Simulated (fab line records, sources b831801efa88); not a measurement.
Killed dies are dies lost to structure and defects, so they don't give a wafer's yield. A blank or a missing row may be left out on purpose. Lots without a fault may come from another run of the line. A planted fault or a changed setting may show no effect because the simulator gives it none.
Chamber matching | flow gf180mcu | GF_V1_CMP_26 on cmp-02: 4 sister chambers
The step polishes, stops on SiO2, t overpolish 15 s, target thk 0 nm. 14 wafers are shown with their chamber, then 7 later ones without.

WAFERS WITH THEIR CHAMBER
wafer  | chamber | motor_current_A (A) | time_to_endpoint_s (s) | platen_rpm (rpm)
L453.4 | 2       | 12.0                | 88                     | 60.02
L453.5 | 0       | 10.0                | 85                     | 60.03
L453.6 | 3       | 11.6                | 83                     | 59.96
L457.5 | 3       | 11.5                | 82                     | 59.98
L458.1 | 3       | 11.8                | 87                     | 59.97
L458.3 | 1       | 13.7                | 91                     | 60.05
L466.1 | 1       | 13.2                | 87                     | 59.95
L466.2 | 0       | 10.3                | 88                     | 59.97
L466.4 | 3       | 11.4                | 84                     | 59.93
L471.4 | 0       | 9.6                 | 91                     | 59.97
L471.5 | 2       | 11.5                | 90                     | 59.94
L471.6 | 1       | 13.5                | 92                     | 60.05
L472.2 | 1       | 13.1                | 89                     | 60.02
L472.4 | 0       | 10.1                | 89                     | 60.00

SIGNATURES (means of the wafers above)
reading            | chamber 0 | chamber 1 | chamber 2 | chamber 3 | scatter within a chamber
motor_current_A    | 10.000    | 13.375    | 11.750    | 11.575    | 0.265
time_to_endpoint_s | 88.25     | 89.75     | 89.00     | 84.00     | 2.22
platen_rpm         | 59.9925   | 60.0175   | 59.9800   | 59.9600   | 0.0371
Rule: a wafer's distance from a chamber is the root of the sum, over the readings, of the square of ((its reading less the chamber's mean) divided by the reading's scatter). The wafer belongs to the nearest chamber; if the next one is less than 2 further off, it can't be placed. The scatter: the root of (the sum of the squares of (reading less its chamber's mean) over the shown wafers, divided by (wafers less chambers)).

WAFERS WITHOUT THEIR CHAMBER
wafer  | motor_current_A (A) | time_to_endpoint_s (s) | platen_rpm (rpm)
L472.5 | 10.1                | 91                     | 60.05
L474.2 | 11.3                | 86                     | 60.05
L474.4 | 10.2                | 85                     | 60.03
L474.6 | 11.4                | 82                     | 60.02
L475.1 | 13.4                | 86                     | 59.99
L475.2 | 11.5                | 85                     | 59.98
L475.5 | 13.6                | 87                     | 60.04

WHICH CHAMBER EACH WENT THROUGH
wafer  | from the rows above     | in truth
L472.5 | 0                       | 0
L474.2 | can't be placed: 3 or 2 | 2
L474.4 | 0                       | 0
L474.6 | can't be placed: 3 or 2 | 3
L475.1 | 1                       | 1
L475.2 | can't be placed: 3 or 2 | 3
L475.5 | 1                       | 1
Placed correctly: 4 of 7. Can't be placed from these rows: 3 (the true chamber is among the candidates in 3). Placed wrongly: 0.
